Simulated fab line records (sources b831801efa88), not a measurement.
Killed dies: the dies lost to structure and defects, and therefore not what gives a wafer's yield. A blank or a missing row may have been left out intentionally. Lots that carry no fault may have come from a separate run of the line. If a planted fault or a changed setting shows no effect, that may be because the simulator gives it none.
fab line records ; flow gf180mcu
[record] lots = 8; wafers = 24; last-day = 31
route steps=602 shown VT_IMPLANT@109 HV_LDD@208 M1@316
lots untouched by any fault: they come from a run of this same line in which no faults occurred
start-h: start of the lot's first displayed wafer, in hours after the record's first day ; wait-h: hours elapsed since this lot's preceding step ; " unchanged from the row above ; L1.1+2: a row that stands for several wafers ; - no value present, or no start provided ; * or withheld: withheld ; < > ~ a bound
route shown NAME@n: NAME is a module with steps in the file, n the number in the route of the first one ; usual: mean/standard deviation of fault-free wafers ; same: alike in all rows ; chamber/n: place in a boat ; sites: per-site readings ; _std_site: the standard deviation of these ; _edge_site: mean of outer sites minus mean of inner sites ; radius-mm: for every site, how far away it sits from the centre of the wafer ; mask NAME#n: copy n ; behind: the tool/chamber that last shaped the wafer ; hold: why the lot went on hold/how many hours it stayed there/how the hold came to an end ; device: the transistor (n, p or np) that didn't switch ; end of line: tests of these same wafers at the route's end ; a step without rows: its recipe alone ; killed: dies that structure and defects cost at the first sort, which is not the same as the wafer's yield ; map: per-die view of a wafer (x killed, . not killed, _ where there is no die)
set.NAME: the setting that was run; set.NAME@STEP: the one run at that earlier step ; model.NAME: the simulator's own value behind a step, which no gauge read
a sample of lots followed through the steps of the route, with each step as a table and each wafer as a row
services: a tool's chamber out of use, with start hour (start-h, from the record's first day; less than 0 if before it), hours out, and reason
[[steps]]
[step GF_VT_IMPLANT_IMPLANT_19]
[recipe] species = As; energy-kev = 100; dose-cm2 = 4.35e+12; tilt-deg = 7
[usual] end-station-pressure-torr = 5.02e-06/2.8e-07; implant-ion-amu = 75/0
lot.wafer;tool;chamber;start-h;wait-h;end-station-pressure-torr;implant-ion-amu
L788.1;implanter-02;0;129.86;0.0;4.37e-06;75
L788.4;implanter-02;0;129.86;0.0;5.08e-06;75
L788.5;implanter-02;0;129.86;0.0;5.29e-06;75
L789.1;implanter-02;0;133.04;0.0;4.97e-06;75
L789.3;implanter-02;0;133.04;0.0;5.18e-06;75
L789.6;implanter-02;0;133.04;0.0;5.26e-06;75
L790.2;implanter-04;0;139.06;0.0;4.65e-06;75
L790.3;implanter-04;0;139.06;0.0;4.3e-06;75
L790.6;implanter-04;0;139.06;0.0;5.1e-06;75
L791.1;implanter-02;0;147.56;0.0;4.9e-06;75
L791.2;implanter-02;0;147.56;0.0;5.03e-06;75
L791.3;implanter-02;0;147.56;0.0;4.92e-06;75
L795.1;implanter-04;0;172.81;0.0;5.02e-06;75
L795.4;implanter-04;0;172.81;0.0;4.88e-06;75
L795.5;implanter-04;0;172.81;0.0;4.86e-06;75
L797.1;implanter-02;0;188.71;0.0;5.1e-06;31
L797.5;implanter-02;0;188.71;0.0;4.94e-06;31
L797.6;implanter-02;0;188.71;0.0;5.32e-06;31
L798.1;implanter-01;0;193.81;0.0;4.7e-06;31
L798.3;implanter-01;0;193.81;0.0;5.29e-06;31
L798.4;implanter-01;0;193.81;0.0;4.94e-06;31
L799.1;implanter-04;0;199.26;0.0;4.74e-06;31
L799.2;implanter-04;0;199.26;0.0;5.12e-06;31
L799.5;implanter-04;0;199.26;0.0;4.6e-06;31
[step GF_VT_IMPLANT_TW_MEAS_21]
[usual] VT_IMPLANT_2_TW = 1220/5.6
lot.wafer;tool;chamber;start-h;wait-h;VT_IMPLANT_2_TW
L788.1;film-metro-03;-;130.11;0.1;1217
L788.4;film-metro-03;-;130.11;0.1;1218
L788.5;film-metro-03;-;130.11;0.1;1218
L789.1;film-metro-03;-;133.29;0.1;1218
L789.3;film-metro-03;-;133.29;0.1;1214
L789.6;film-metro-03;-;133.29;0.1;1216
L790.2;film-metro-03;-;139.30;0.1;1222
L790.3;film-metro-03;-;139.30;0.1;1210
L790.6;film-metro-03;-;139.30;0.1;1213
L791.1;film-metro-02;-;147.81;0.1;1226
L791.2;film-metro-02;-;147.81;0.1;1226
L791.3;film-metro-02;-;147.81;0.1;1224
L795.1;film-metro-03;-;173.06;0.1;1207
L795.4;film-metro-03;-;173.06;0.1;1207
L795.5;film-metro-03;-;173.06;0.1;1211
L797.1;film-metro-02;-;188.96;0.1;884
L797.5;film-metro-02;-;188.96;0.1;884
L797.6;film-metro-02;-;188.96;0.1;884
L798.1;film-metro-01;-;194.06;0.1;877
L798.3;film-metro-01;-;194.06;0.1;882
L798.4;film-metro-01;-;194.06;0.1;877
L799.1;film-metro-03;-;199.51;0.1;880
L799.2;film-metro-03;-;199.51;0.1;885
L799.5;film-metro-03;-;199.51;0.1;880
[step GF_HV_LDD_OVL_MEAS_32]
[usual] HV_LDD_02_OVL = -0.4/1.2
lot.wafer;tool;chamber;start-h;wait-h;HV_LDD_02_OVL[nm]
L788.1;overlay-01;-;255.27;0.1;-2.1
L788.4;overlay-01;-;255.27;0.1;-1.9
L788.5;overlay-01;-;255.27;0.1;0.1
L789.1;overlay-01;-;260.29;0.1;0.8
L789.3;overlay-01;-;260.29;0.1;-0.1
L789.6;overlay-01;-;260.29;0.1;1.8
L790.2;overlay-01;-;269.47;0.1;-0.1
L790.3;overlay-01;-;269.47;0.1;-1.8
L790.6;overlay-01;-;269.47;0.1;-2.0
L791.1;overlay-01;-;280.62;0.1;-0.9
L791.2;overlay-01;-;280.62;0.1;0.1
L791.3;overlay-01;-;280.62;0.1;0.9
L795.1;overlay-01;-;312.07;0.1;-1.2
L795.4;overlay-01;-;312.07;0.1;-1.4
L795.5;overlay-01;-;312.07;0.1;-1.3
L797.1;overlay-01;-;329.82;0.1;0.4
L797.5;overlay-01;-;329.82;0.1;-0.2
L797.6;overlay-01;-;329.82;0.1;-0.2
L798.1;overlay-02;-;336.97;0.1;0.5
L798.3;overlay-02;-;336.97;0.1;0.6
L798.4;overlay-02;-;336.97;0.1;-0.5
L799.1;overlay-01;-;342.19;0.1;-0.1
L799.2;overlay-01;-;342.19;0.1;-0.6
L799.5;overlay-01;-;342.19;0.1;-0.1
[step GF_M1_SPUTTER_01]
[recipe] material = TiN; target-thk-nm = 30; power-w = 6500; time-s = 25; chamber-pressure-pa = 0.4
[usual] throttle-valve-pct = 29.6/1.1
lot.wafer;tool;chamber;start-h;wait-h;throttle-valve-pct
L788.1;pvd-sputter-03;-;364.80;0.1;29.2
L788.4;pvd-sputter-03;-;364.80;0.1;29.1
L788.5;pvd-sputter-03;-;364.80;0.1;29.5
L789.1;pvd-sputter-04;-;371.73;0.1;28.8
L789.3;pvd-sputter-04;-;371.73;0.1;29.9
L789.6;pvd-sputter-04;-;371.73;0.1;27.5
L790.2;pvd-sputter-02;-;382.36;0.1;30.5
L790.3;pvd-sputter-02;-;382.36;0.1;29.3
L790.6;pvd-sputter-02;-;382.36;0.1;31.9
L791.1;pvd-sputter-04;-;394.82;0.1;27.6
L791.2;pvd-sputter-04;-;394.82;0.1;30.8
L791.3;pvd-sputter-04;-;394.82;0.1;28.6
L795.1;pvd-sputter-03;-;432.34;0.1;29.4
L795.4;pvd-sputter-03;-;432.34;0.1;30.0
L795.5;pvd-sputter-03;-;432.34;0.1;29.2
L797.1;pvd-sputter-03;-;454.00;0.1;30.2
L797.5;pvd-sputter-03;-;454.00;0.1;29.7
L797.6;pvd-sputter-03;-;454.00;0.1;28.9
L798.1;pvd-sputter-04;-;463.48;0.1;28.7
L798.3;pvd-sputter-04;-;463.48;0.1;30.2
L798.4;pvd-sputter-04;-;463.48;0.1;31.2
L799.1;pvd-sputter-02;-;464.75;0.1;29.3
L799.2;pvd-sputter-02;-;464.75;0.1;30.7
L799.5;pvd-sputter-02;-;464.75;0.1;29.5
[step GF_M1_SPUTTER_04]
[recipe] material = TiN; target-thk-nm = 50; power-w = 6500; time-s = 41.7; chamber-pressure-pa = 0.4
[usual] throttle-valve-pct = 29.6/1.1
lot.wafer;tool;chamber;start-h;wait-h;throttle-valve-pct
L788.1;pvd-sputter-03;-;364.88;0.0;29.5
L788.4;pvd-sputter-03;-;364.88;0.0;29.0
L788.5;pvd-sputter-03;-;364.88;0.0;29.1
L789.1;pvd-sputter-04;-;371.81;0.0;28.4
L789.3;pvd-sputter-04;-;371.81;0.0;30.0
L789.6;pvd-sputter-04;-;371.81;0.0;27.7
L790.2;pvd-sputter-02;-;382.44;0.0;30.3
L790.3;pvd-sputter-02;-;382.44;0.0;29.4
L790.6;pvd-sputter-02;-;382.44;0.0;31.9
L791.1;pvd-sputter-04;-;394.90;0.0;27.6
L791.2;pvd-sputter-04;-;394.90;0.0;31.2
L791.3;pvd-sputter-04;-;394.90;0.0;29.0
L795.1;pvd-sputter-03;-;432.42;0.0;29.4
L795.4;pvd-sputter-03;-;432.42;0.0;30.0
L795.5;pvd-sputter-03;-;432.42;0.0;29.2
L797.1;pvd-sputter-03;-;454.08;0.0;30.4
L797.5;pvd-sputter-03;-;454.08;0.0;29.0
L797.6;pvd-sputter-03;-;454.08;0.0;29.1
L798.1;pvd-sputter-04;-;463.56;0.0;28.7
L798.3;pvd-sputter-04;-;463.56;0.0;29.8
L798.4;pvd-sputter-04;-;463.56;0.0;30.9
L799.1;pvd-sputter-02;-;464.83;0.0;29.2
L799.2;pvd-sputter-02;-;464.83;0.0;30.8
L799.5;pvd-sputter-02;-;464.83;0.0;29.3
[[services]]
tool;chamber;start-h;hours;kind
pvd-sputter-04;3;120.07;-;consumable-replace:kit
pvd-sputter-04;3;120.07;18.0;scheduled-down
pvd-sputter-04;3;120.07;18.0;vent-cycle
implanter-04;-;121.48;4.4;repair
implanter-04;-;130.09;3.2;repair
pvd-sputter-02;-;132.33;12.5;repair
implanter-04;-;140.57;3.0;repair
implanter-01;-;157.28;0.8;repair
implanter-02;-;176.29;3.5;pm
implanter-02;-;191.21;0.6;repair
pvd-sputter-03;3;204.91;-;consumable-replace:kit
implanter-01;-;226.77;10.5;repair
implanter-02;-;257.50;0.6;repair
implanter-02;-;269.82;14.4;pm
implanter-04;-;283.28;4.3;repair
implanter-01;-;309.77;7.9;repair
pvd-sputter-04;-;314.28;9.7;repair
implanter-01;-;336.28;4.9;pm
pvd-sputter-02;-;366.00;0.8;repair
pvd-sputter-03;-;387.16;4.8;repair
implanter-04;-;388.54;6.1;pm
implanter-04;-;399.94;4.5;pm
pvd-sputter-02;-;423.31;6.9;repair
implanter-04;-;459.43;1.3;repair
[[key]]
[first-sign] step = GF_VT_IMPLANT_IMPLANT_19; reading = implant-ion-amu; direction = down; sigmas = 99+; usual = 75; struck = 31
[effect] step = GF_VT_IMPLANT_TW_MEAS_21; reading = VT_IMPLANT_2_TW; direction = down; sigmas = 61; usual = 1220; struck = 881
met-at GF_VT_IMPLANT_IMPLANT_19
struck-lots L797,L798,L799
tester-left-out L797,L798,L799
not-acting-at GF_HV_LDD_OVL_MEAS_32,GF_M1_SPUTTER_01,GF_M1_SPUTTER_04
onset-between 172.81 188.71
[fault] kind = wrong-recipe-download; tool = implanter-01,implanter-02,implanter-04; chamber = -; onset-h = 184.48; steps = GF_VT_IMPLANT_IMPLANT_19; wrong-recipe.not-listed = 1
// tester-left-out: of these lots the tester's yield and bins aren't shown, on N5 and GAA mostly nor the transistor test; their killed dies are dies lost to structure and defects alone, not to doping, threshold or leakage, so they don't give the yield
